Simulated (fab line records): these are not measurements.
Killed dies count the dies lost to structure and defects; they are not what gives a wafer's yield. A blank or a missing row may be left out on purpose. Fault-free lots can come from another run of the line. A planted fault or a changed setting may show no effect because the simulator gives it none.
Which tool did it? ; flow sky130 ; 12 lots, 36 wafers sampled, at 4 steps of a route of 708

== WHAT THE GAUGES READ, wafer by wafer ==
SKY_PASSIVATION_THK_MEAS_03.
lot;measured;on;PASSIVATION_CVD_02_THK (nm)
L997;day 43 23:11;filmMetro-02;542 540 543
L998;day 44 02:21;filmMetro-01;534 537 547
L101;day 45 00:01;filmMetro-02;528 527 537
L104;day 46 14:05;filmMetro-02;538 546 548
L105;day 46 15:49;filmMetro-01;539 548 545
L107;day 46 17:00;filmMetro-01;533 545 539
L108;day 46 21:46;filmMetro-03;545 552 547
L111;day 47 13:18;filmMetro-02;546 546 546
L110;day 47 17:05;filmMetro-01;537 533 545
L116;day 48 13:34;filmMetro-02;540 541 547
L118;day 49 03:35;filmMetro-01;530 538 544
L119;day 49 09:40;filmMetro-02;525 527 540

== TOOL THAT RAN EACH LOT (tool first, then ch and the chambers of the sampled wafers, then the start) ==
lot;SKY_CAPM_STRIP_14;SKY_METAL3_DESCUM_15;SKY_METAL5_CLEAN_19
L997;plasmaAsher-01 ch 0,1, day 37 11:34;rieMetal-02 ch 0, day 38 13:34;wetBench-02 ch 1, day 43 22:47
L998;plasmaAsher-01 ch 0, day 37 17:49;rieMetal-03 ch 0,1, day 38 19:39;wetBench-02 ch 1, day 44 01:56
L101;plasmaAsher-02 ch 0,1, day 38 14:52;rieMetal-03 ch 0,1, day 39 14:58;wetBench-02 ch 3, day 44 23:37
L104;plasmaAsher-04 ch 0,1, day 40 12:43;rieMetal-01 ch 0, day 41 13:24;wetBench-03 ch 1, day 46 13:40
L105;plasmaAsher-01 ch 0,1, day 40 14:25;rieMetal-03 ch 0,1, day 41 15:37;wetBench-02 ch 1, day 46 15:23
L107;plasmaAsher-01 ch 0,1, day 40 14:53;rieMetal-02 ch 0,1, day 41 15:59;wetBench-02 ch 0, day 46 16:34
L108;plasmaAsher-04 ch 0,1, day 40 21:52;rieMetal-02 ch 0,1, day 41 22:13;wetBench-01 ch 0, day 46 21:22
L111;plasmaAsher-04 ch 0,1, day 41 16:50;rieMetal-03 ch 0,1, day 42 17:10;wetBench-02 ch 2, day 47 12:52
L110;plasmaAsher-02 ch 0,1, day 41 20:19;rieMetal-03 ch 0, day 42 21:09;wetBench-02 ch 0, day 47 16:41
L116;plasmaAsher-02 ch 0,1, day 42 22:04;rieMetal-03 ch 0,1, day 43 21:00;wetBench-02 ch 1, day 48 13:08
L118;plasmaAsher-01 ch 0,1, day 43 14:58;rieMetal-02 ch 0,1, day 44 14:09;wetBench-02 ch 1, day 49 03:10
L119;plasmaAsher-04 ch 0, day 43 21:16;rieMetal-02 ch 0,1, day 44 20:24;wetBench-02 ch 1, day 49 09:14
- SKY_CAPM_STRIP_14: strips in O2/N2.
- SKY_METAL3_DESCUM_15: chemistry O2, time 8 s.
- SKY_METAL5_CLEAN_19: cleans in O3/DIW.

== WHAT THE TOOLS THEMSELVES READ (means of the sampled wafers that have a number; where no wafer has one, the mark that the record gives instead) ==
SKY_CAPM_STRIP_14.
lot;tool;drypumpMotorCurrentA (A);oesProductAu (a.u.);stripTimeToEndpointS (s)
L997;plasmaAsher-01;5.5;0.710;12.63
L998;plasmaAsher-01;5.5;0.715;12.66
L101;plasmaAsher-02;5.1;0.712;12.61
L104;plasmaAsher-04;5.2;0.709;12.69
L105;plasmaAsher-01;5.5;0.710;12.62
L107;plasmaAsher-01;5.5;0.714;12.64
L108;plasmaAsher-04;5.2;0.713;12.63
L111;plasmaAsher-04;5.4;0.708;12.57
L110;plasmaAsher-02;5.5;0.708;12.66
L116;plasmaAsher-02;5.1;0.712;12.65
L118;plasmaAsher-01;5.5;0.710;12.59
L119;plasmaAsher-04;5.7;0.714;12.58

SKY_METAL3_DESCUM_15.
lot;tool;drypumpMotorCurrentA (A);oesProductAu (a.u.)
L997;rieMetal-02;6.0;1.003
L998;rieMetal-03;5.4;0.997
L101;rieMetal-03;5.3;1.002
L104;rieMetal-01;5.7;0.987
L105;rieMetal-03;5.3;1.003
L107;rieMetal-02;5.7;1.001
L108;rieMetal-02;5.7;1.006
L111;rieMetal-03;5.4;1.000
L110;rieMetal-03;5.5;0.994
L116;rieMetal-03;5.4;0.994
L118;rieMetal-02;5.6;1.006
L119;rieMetal-02;5.7;0.999

== THE ANSWER, worked out from the rows above alone ==
Rule: usual is defined by the lots themselves. The widest of any qualifying gaps counts: lots, ordered by their means at a reading, are off when they make up no more than a third of the lots, leave a main group of 4 or more, and stand apart from it by 3 or more times the standard deviation of that group's means. Not used: any main group whose means are identical at the precision the tables above print for the reading. Also off: a lot with no number at a reading for which 4 or more lots have one. Where the step has rows for the other lots, those lots are counted as sound. After the gauges, taken in route order, come the tools' own readings; for these a lot's mean is taken, as printed above. The first step at which some lot is off is used, and at that step the reading that is off furthest; a lot without a number counts as furthest.
Across all readings shown, no lot is off: no conclusion can be drawn from this.

== WHAT HAD BEEN PUT IN BY THE SIMULATOR ==
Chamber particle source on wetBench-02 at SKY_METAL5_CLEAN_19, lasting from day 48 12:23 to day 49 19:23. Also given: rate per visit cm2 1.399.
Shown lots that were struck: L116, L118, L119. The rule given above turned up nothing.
